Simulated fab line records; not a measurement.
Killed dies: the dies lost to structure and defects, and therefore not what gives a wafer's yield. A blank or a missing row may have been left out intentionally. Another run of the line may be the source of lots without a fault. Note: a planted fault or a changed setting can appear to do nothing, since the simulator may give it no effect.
A lot that was struck, set against a sound lot    flow sky130    17 out of 708 route steps
Sound: these wafers, L976.2, L976.4, L976.5. Wafers struck: L986.1, L986.5, L986.6. The cause comes at the end.
Per side, at each step with rows, come the tool, then ch with its chambers, and then its first start. Under that, the readings that differ: sound wafers    struck wafers    difference of the means    sigmas: that difference in standard deviations of wafers without a fault.
alike: same words and numbers on both sides, and readings whose means sit less than 2 such deviations apart. not compared: any withheld reading, any reading some wafer has no value for, any bound like >300 that may hide the same value, and any number with overlapping values for which the record gives no deviation.
Wherever a step has rows on one side only, a row that says differs or no value, or a row with sigmas, the two part there. Numbers that don't overlap but have no deviation are shown without sigmas and don't part them. A reading missing from all wafers of one side parts the sides only when that side holds two or more wafers.

first, 1 step without rows for these wafers: SKY_VT_ADJUST_LVTN_IMPLANT_19.
SKY_VT_ADJUST_LVTN_STRIP_20: strips in O2/N2.
  sound on plasma-asher-03 ch 0,1, day 10 04:55; struck on plasma-asher-03 ch 0,1, day 12 21:41
reading                       sound              struck             difference  sigmas
strip-time-to-endpoint-s (s)  14.24 14.24 14.25  14.14 14.17 14.09  -0.11       -3
  alike: drypump-motor-current-A, oes-product-au
  not compared: rf-hours-counter-h
SKY_VT_ADJUST_LVTN_TW_MEAS_21:
  struck on film-metro-03, day 12 21:47; sound on film-metro-02, day 10 05:01
  alike: VT_ADJUST_LVTN_2_TW
then, 7 steps without rows for these wafers: SKY_VT_ADJUST_NCORE_DEHYDRATE_00 (time 60 s); SKY_VT_ADJUST_NCORE_HMDS_01 (prime time 60 s); SKY_VT_ADJUST_NCORE_COAT_02 (resist thk 1140 nm); SKY_VT_ADJUST_NCORE_SOFTBAKE_03 (time 60 s); SKY_VT_ADJUST_NCORE_EXPOSE_04 (exposes mask LVTN COMPLEMENT THIN, target cd 380 nm); SKY_VT_ADJUST_NCORE_PEB_05; SKY_VT_ADJUST_NCORE_DEVELOP_06 (develop time 60 s).
SKY_VT_ADJUST_NCORE_CD_MEAS_07: the cd target is 380 nm.
  struck on cd-sem-01, day 13 21:49; sound on cd-sem-01, day 11 03:29
  alike: cd-nm
SKY_VT_ADJUST_NCORE_OVL_MEAS_08:
  struck on overlay-02, day 13 21:56; sound on overlay-01, day 11 03:35
  alike: VT_ADJUST_NCORE_OVL
SKY_VT_ADJUST_NCORE_IMPLANT_09:
  sound on implanter-01 ch 0, day 11 03:38; struck on implanter-01 ch 0, day 13 21:59
reading                    sound               struck                difference  sigmas
beam-energy-keV            10.000 9.999 9.998  13.782 13.788 13.785  +3.786      +99 or more
model.implant.rp-nm (nm)   32.93 32.93 32.93   45.32 45.32 45.32     +12.39      
model.implant.drp-nm (nm)  17.11 17.11 17.11   21.59 21.59 21.59     +4.48       
SKY_VT_ADJUST_NCORE_STRIP_10: strips in O2/N2.
  sound on plasma-asher-02 ch 0,1, day 11 03:46; struck on plasma-asher-02 ch 0,1, day 13 22:08
  alike: drypump-motor-current-A, oes-product-au, strip-time-to-endpoint-s
  not compared: rf-hours-counter-h
SKY_VT_ADJUST_NCORE_TW_MEAS_11:
  struck on film-metro-04, day 13 22:14; sound on film-metro-03, day 11 03:53
reading             sound              struck             difference  sigmas
VT_ADJUST_NCORE_TW  219.5 219.4 219.4  236.4 237.9 238.5  +18.2       +13
then, 1 step without rows for these wafers: SKY_VT_ADJUST_HVTR_DEHYDRATE_00 (time 60 s).
-- record jumps: 36 days separate the struck wafers' starts on either side; left off in module VT_ADJUST_HVTR, taken up again in module PAD_OPEN, whose first shown step is the route's number 708 --
SKY_PAD_OPEN_PROBE_99:
  struck on prober-01, day 50 02:26; sound on prober-01, day 47 23:36
reading                                     sound                         struck                       difference  sigmas
killed-at-other                             2 2 0                         1 0 0                        -1          -2
model.etest.nfet_16v.r-on-ohm-um            1.379e+04 1.403e+04 1.41e+04  1.451e+04 1.44e+04 1.44e+04  +4.633e+02  
model.etest.res-pwell-under-gate.rs-ohm-sq  2303 2311 2315                2246 2263 2266               -51         
model.etest.pfet-g5v0d10v5.off-log10-a-um   -13.06 -12.67 -12.56          -11.7 -12.38 -12.1           +0.7        
model.etest.pfet-g5v0d10v5.vt-sat-v (V)     -0.688 -0.6456 -0.6446        -0.5587 -0.6354 -0.6186      +0.0552     
model.etest.pfet_16v.vt-v (V)               -1.124 -1.113 -1.121          -1.084 -1.102 -1.095         +0.026      
model.etest.pfet-g5v0d10v5.vt-long-v (V)    -0.949 -0.9421 -0.9462        -0.9242 -0.9351 -0.9323      +0.0152     
  alike: killed_at_M0_to_M3, killed_at_M4_up, killed-at-contacts, killed-at-front-end, killed-dies, killed-open, killed-short
  not compared: model.etest.pfet_16v.drive-ua-um, model.etest.pfet-g5v0d10v5.vt-v

WHERE THEY PART
Last at SKY_PAD_OPEN_PROBE_99 as far as this record goes, first at SKY_VT_ADJUST_LVTN_STRIP_20.

WHY: what the simulator had put in
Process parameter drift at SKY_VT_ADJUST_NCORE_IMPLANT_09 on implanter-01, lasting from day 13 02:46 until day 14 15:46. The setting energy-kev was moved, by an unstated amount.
